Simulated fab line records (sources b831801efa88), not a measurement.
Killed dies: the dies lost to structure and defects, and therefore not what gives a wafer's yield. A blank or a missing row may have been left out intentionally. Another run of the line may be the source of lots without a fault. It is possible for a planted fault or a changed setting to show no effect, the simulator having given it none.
Split-lot study :: flow gf180mcu :: 23 wafers read from 5 lots, route of 602 steps

## SPLIT DETAILS
At GF_DUAL_GATE_COAT_06 (resist thk 1000 nm), the setting resistThkNm was moved away from the recipe's 1000 nm on 5 of the 23 wafers read, by -5.4% to -5.2%. For the rest of the wafers, this setting stayed at what the recipe calls for.

The reading comes from the split's own step.

## THE READING
NOVOLAK_of_DUAL_GATE_COAT_06.thkNm (the simulator's own value, which no gauge read), in nm, at GF_DUAL_GATE_COAT_06 (resist thk 1000 nm). No usual value for it is given in the file. Average 999.8 nm, standard deviation 1.8 nm, over the 18 wafers here run with the recipe.

wafer: L074.2
tool, chamber at the split: lithoTrack-02, 0
resistThkNm as run, nm: 1000
against the recipe: recipe
NOVOLAK_of_DUAL_GATE_COAT_06.thkNm, nm: 999.6
against lot-mates on the recipe: -

wafer: L074.3
tool, chamber at the split: lithoTrack-02, 0
resistThkNm as run, nm: 1000
against the recipe: recipe
NOVOLAK_of_DUAL_GATE_COAT_06.thkNm, nm: 1001
against lot-mates on the recipe: -

wafer: L074.5
tool, chamber at the split: lithoTrack-02, 0
resistThkNm as run, nm: 1000
against the recipe: recipe
NOVOLAK_of_DUAL_GATE_COAT_06.thkNm, nm: 1001
against lot-mates on the recipe: -

wafer: L074.6
tool, chamber at the split: lithoTrack-02, 0
resistThkNm as run, nm: 1000
against the recipe: recipe
NOVOLAK_of_DUAL_GATE_COAT_06.thkNm, nm: 1001
against lot-mates on the recipe: -

wafer: L074.4
tool, chamber at the split: lithoTrack-02, 0
resistThkNm as run, nm: 1000
against the recipe: recipe
NOVOLAK_of_DUAL_GATE_COAT_06.thkNm, nm: 1004
against lot-mates on the recipe: -

wafer: L075.1
tool, chamber at the split: lithoTrack-04, 0
resistThkNm as run, nm: 947.7
against the recipe: -5.2%
NOVOLAK_of_DUAL_GATE_COAT_06.thkNm, nm: 947.5
against lot-mates on the recipe: -54.0

wafer: L075.2
tool, chamber at the split: lithoTrack-04, 0
resistThkNm as run, nm: 1000
against the recipe: recipe
NOVOLAK_of_DUAL_GATE_COAT_06.thkNm, nm: 1002
against lot-mates on the recipe: -

wafer: L075.3
tool, chamber at the split: lithoTrack-04, 0
resistThkNm as run, nm: 1000
against the recipe: recipe
NOVOLAK_of_DUAL_GATE_COAT_06.thkNm, nm: 1001
against lot-mates on the recipe: -

wafer: L075.4
tool, chamber at the split: lithoTrack-04, 0
resistThkNm as run, nm: 947.7
against the recipe: -5.2%
NOVOLAK_of_DUAL_GATE_COAT_06.thkNm, nm: 945.8
against lot-mates on the recipe: -55.7

wafer: L075.5
tool, chamber at the split: lithoTrack-04, 0
resistThkNm as run, nm: 947.7
against the recipe: -5.2%
NOVOLAK_of_DUAL_GATE_COAT_06.thkNm, nm: 948.9
against lot-mates on the recipe: -52.6

wafer: L076.2
tool, chamber at the split: lithoTrack-02, 0
resistThkNm as run, nm: 1000
against the recipe: recipe
NOVOLAK_of_DUAL_GATE_COAT_06.thkNm, nm: 996.3
against lot-mates on the recipe: -

wafer: L076.5
tool, chamber at the split: lithoTrack-02, 0
resistThkNm as run, nm: 1000
against the recipe: recipe
NOVOLAK_of_DUAL_GATE_COAT_06.thkNm, nm: 1000
against lot-mates on the recipe: -

wafer: L076.6
tool, chamber at the split: lithoTrack-02, 0
resistThkNm as run, nm: 1000
against the recipe: recipe
NOVOLAK_of_DUAL_GATE_COAT_06.thkNm, nm: 1001
against lot-mates on the recipe: -

wafer: L080.1
tool, chamber at the split: lithoTrack-04, 0
resistThkNm as run, nm: 946.4
against the recipe: -5.4%
NOVOLAK_of_DUAL_GATE_COAT_06.thkNm, nm: 947.5
against lot-mates on the recipe: -51.2

wafer: L080.2
tool, chamber at the split: lithoTrack-04, 0
resistThkNm as run, nm: 1000
against the recipe: recipe
NOVOLAK_of_DUAL_GATE_COAT_06.thkNm, nm: 997.1
against lot-mates on the recipe: -

wafer: L080.3
tool, chamber at the split: lithoTrack-04, 0
resistThkNm as run, nm: 1000
against the recipe: recipe
NOVOLAK_of_DUAL_GATE_COAT_06.thkNm, nm: 999.5
against lot-mates on the recipe: -

wafer: L080.4
tool, chamber at the split: lithoTrack-04, 0
resistThkNm as run, nm: 1000
against the recipe: recipe
NOVOLAK_of_DUAL_GATE_COAT_06.thkNm, nm: 999.5
against lot-mates on the recipe: -

wafer: L080.5
tool, chamber at the split: lithoTrack-04, 0
resistThkNm as run, nm: 946.4
against the recipe: -5.4%
NOVOLAK_of_DUAL_GATE_COAT_06.thkNm, nm: 944.7
against lot-mates on the recipe: -54.0

wafer: L085.1
tool, chamber at the split: lithoTrack-04, 0
resistThkNm as run, nm: 1000
against the recipe: recipe
NOVOLAK_of_DUAL_GATE_COAT_06.thkNm, nm: 998.4
against lot-mates on the recipe: -

wafer: L085.2
tool, chamber at the split: lithoTrack-04, 0
resistThkNm as run, nm: 1000
against the recipe: recipe
NOVOLAK_of_DUAL_GATE_COAT_06.thkNm, nm: 998
against lot-mates on the recipe: -

wafer: L085.4
tool, chamber at the split: lithoTrack-04, 0
resistThkNm as run, nm: 1000
against the recipe: recipe
NOVOLAK_of_DUAL_GATE_COAT_06.thkNm, nm: 999.8
against lot-mates on the recipe: -

wafer: L085.5
tool, chamber at the split: lithoTrack-04, 0
resistThkNm as run, nm: 1000
against the recipe: recipe
NOVOLAK_of_DUAL_GATE_COAT_06.thkNm, nm: 998.6
against lot-mates on the recipe: -

wafer: L085.6
tool, chamber at the split: lithoTrack-04, 0
resistThkNm as run, nm: 1000
against the recipe: recipe
NOVOLAK_of_DUAL_GATE_COAT_06.thkNm, nm: 999.5
against lot-mates on the recipe: -

THE FIT
A straight line over all 23 wafers: NOVOLAK_of_DUAL_GATE_COAT_06.thkNm changes by +10 nm for each +1% of resistThkNm; r = +1.00; the points scatter about the line by 1.8 nm.
The same after taking each lot's own level away (the mean of its wafers on the recipe; 23 wafers): +10.1 nm for each +1%; r = +1.00; scatter 1.5 nm.
According to that fit, moving resistThkNm by its largest amount changes the reading by 54 nm.
From 998.70 to 1001.50 nm: that is the span of the lots' own levels, equal to 1.6 times the standard deviation above.
The two slopes are in agreement: the lot-to-lot level therefore moves the slope only a little.
Check: -55.1 nm against its lot-mates is what the line predicts for one of the wafers moved furthest among these (-5.4%) when that wafer is left out of the fit. Against them it came out at -51.2 nm.

## OTHER SPLITS ON THESE WAFERS
Before the reading, these wafers also passed through other splits. Each is held against what the fit with the lots' levels taken away leaves over:
other split on the same wafers: GF_MVPSD_IMPLANT_09 doseCm2
wafers away from the commonest value: 6
r with NOVOLAK_of_DUAL_GATE_COAT_06.thkNm (lot level and that fit taken away): +0.07

other split on the same wafers: GF_VT_IMPLANT_IMPLANT_19 doseCm2
wafers away from the commonest value: 4
r with NOVOLAK_of_DUAL_GATE_COAT_06.thkNm (lot level and that fit taken away): -0.09

other split on the same wafers: GF_VT_IMPLANT_STRIP_31 o2FlowSccm
wafers away from the commonest value: 7
r with NOVOLAK_of_DUAL_GATE_COAT_06.thkNm (lot level and that fit taken away): -0.10

other split on the same wafers: GF_VT_IMPLANT_SOFTBAKE_36 tempC
wafers away from the commonest value: 12
r with NOVOLAK_of_DUAL_GATE_COAT_06.thkNm (lot level and that fit taken away): +0.08

## THE WHOLE CHAIN: every reading that the file lists as answering this split, in the file's order
step: GF_DUAL_GATE_COAT_06
what it does: resist thk 1000 nm
reading: NOVOLAK_of_DUAL_GATE_COAT_06.thkNm (the simulator's own value, which no gauge read)
change (the file's fit): +10 nm for each +1% of the setting
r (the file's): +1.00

step: GF_DUAL_GATE_STRIP_13
what it does: strips in O2/N2
reading: stripTimeToEndpointS
change (the file's fit): withheld for each +1% of the setting
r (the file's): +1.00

## FILE'S OWN FIT
NOVOLAK_of_DUAL_GATE_COAT_06.thkNm changes by +10 nm for each +1% of resistThkNm, r = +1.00.
